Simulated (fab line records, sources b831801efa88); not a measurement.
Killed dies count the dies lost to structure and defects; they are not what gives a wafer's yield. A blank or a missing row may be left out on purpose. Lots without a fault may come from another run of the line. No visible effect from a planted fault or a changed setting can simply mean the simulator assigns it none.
One fault seen from 2 desks || flow sky130 || each desk has only its own numbers; what lay behind them comes last

DESK OF THE TOOL OWNER: implanter-04
For each lot that ran on this tool, the mean over its sampled wafers that have a number, from the tool's own readings at SKY_VT_ADJUST_LVTN_IMPLANT_19. A lot is out of limits, marked OUT, if its mean lies more than 4 standard deviations from the usual mean; the brackets give that distance.
Columns: A = dose-ions-cm2 at SKY_VT_ADJUST_LVTN_IMPLANT_19, usual 6.502e+11; B = faraday-current-uA at SKY_VT_ADJUST_LVTN_IMPLANT_19, usual 3.66
{"lot": "L790", "first seen here": "day 9 05:41", "A": 6.510e+11, "B": 3.66}
{"lot": "L794", "first seen here": "day 10 06:58", "A": 6.500e+11, "B": 3.67}
{"lot": "L795", "first seen here": "day 10 20:11", "A": 6.489e+11, "B": 3.66}
{"lot": "L799", "first seen here": "day 11 18:52", "A": "9.263e+11 (+99 or more) OUT", "B": "5.16 (+21) OUT"}
{"lot": "L800", "first seen here": "day 12 04:27", "A": "9.252e+11 (+99 or more) OUT", "B": "5.21 (+21) OUT"}
This desk finds L799, L800 out of limits, L799 being first, at day 11 18:52 (dose-ions-cm2 at SKY_VT_ADJUST_LVTN_IMPLANT_19). Within limits: L790, L794, L795.

THE METROLOGY DESK
Means of the sampled wafers that have a number, per lot and without regard to the tool the lot ran on: this is what the gauges read. A lot is out of limits, marked OUT, if its mean lies more than 4 standard deviations from the usual mean; the brackets give that distance.
Columns: A = cd-nm at SKY_VT_ADJUST_HVTP_CD_MEAS_07, usual 379.7 nm; B = VT_ADJUST_HVTP_TW at SKY_VT_ADJUST_HVTP_TW_MEAS_11, usual 1350; C = VT_ADJUST_LVTN_2_TW at SKY_VT_ADJUST_LVTN_TW_MEAS_21, usual 188; D = VT_ADJUST_NCORE_OVL at SKY_VT_ADJUST_NCORE_OVL_MEAS_08, usual 0.6 nm
{"lot": "L786", "first seen here": "day 6 11:11", "A": 379.9, "B": 1370, "C": 192, "D": 1.3}
{"lot": "L787", "first seen here": "day 6 17:16", "A": 380.6, "B": 1330, "C": 187, "D": 1.0}
{"lot": "L789", "first seen here": "day 7 07:04", "A": 379.5, "B": 1333, "C": 191, "D": 1.9}
{"lot": "L790", "first seen here": "day 7 11:28", "A": 379.1, "B": 1332, "C": 191, "D": -0.4}
{"lot": "L793", "first seen here": "day 8 03:58", "A": 379.9, "B": 1334, "C": 189, "D": 1.1}
{"lot": "L794", "first seen here": "day 8 12:17", "A": 381.5, "B": 1386, "C": 185, "D": -0.8}
{"lot": "L795", "first seen here": "day 9 00:52", "A": 378.9, "B": 1348, "C": 188, "D": 1.7}
{"lot": "L796", "first seen here": "day 9 06:31", "A": 378.9, "B": 1347, "C": 189, "D": 1.5}
{"lot": "L799", "first seen here": "day 9 21:07", "A": 378.1, "B": 1383, "C": "208 (+6.8) OUT", "D": 0.1}
{"lot": "L800", "first seen here": "day 10 05:29", "A": 380.2, "B": 1342, "C": "204 (+5.3) OUT", "D": 0.9}
{"lot": "L805", "first seen here": "day 11 06:23", "A": 380.8, "B": 1374, "C": 191, "D": -0.2}
{"lot": "L806", "first seen here": "day 11 12:14", "A": 376.3, "B": 1322, "C": 190, "D": 2.4}
{"lot": "L807", "first seen here": "day 11 21:07", "A": 380.1, "B": 1357, "C": 184, "D": 0.6}
Per this desk, out of limits: L799, L800; the first was L799, day 11 19:07 (VT_ADJUST_LVTN_2_TW at SKY_VT_ADJUST_LVTN_TW_MEAS_21). Within limits: L786, L787, L789, L790, L793, L794, L795, L796, L805, L806, L807.

ALL TOGETHER
The tool owner's desk had the chance to raise an alarm at day 11 18:52 on L799, L800.
L799, L800 would have let the metrology desk raise an alarm at day 11 19:07.
On implanter-04, each named lot ran SKY_VT_ADJUST_LVTN_IMPLANT_19.

WHAT WAS PUT IN BY THE SIMULATOR
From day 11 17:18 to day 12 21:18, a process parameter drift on implanter-04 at SKY_VT_ADJUST_LVTN_IMPLANT_19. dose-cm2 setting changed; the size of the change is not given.
Lots struck among those shown: L799, L800.
Counting hours from when the fault started, the first reading out of limits came at 2 for the tool owner's desk and at 2 for the metrology desk.
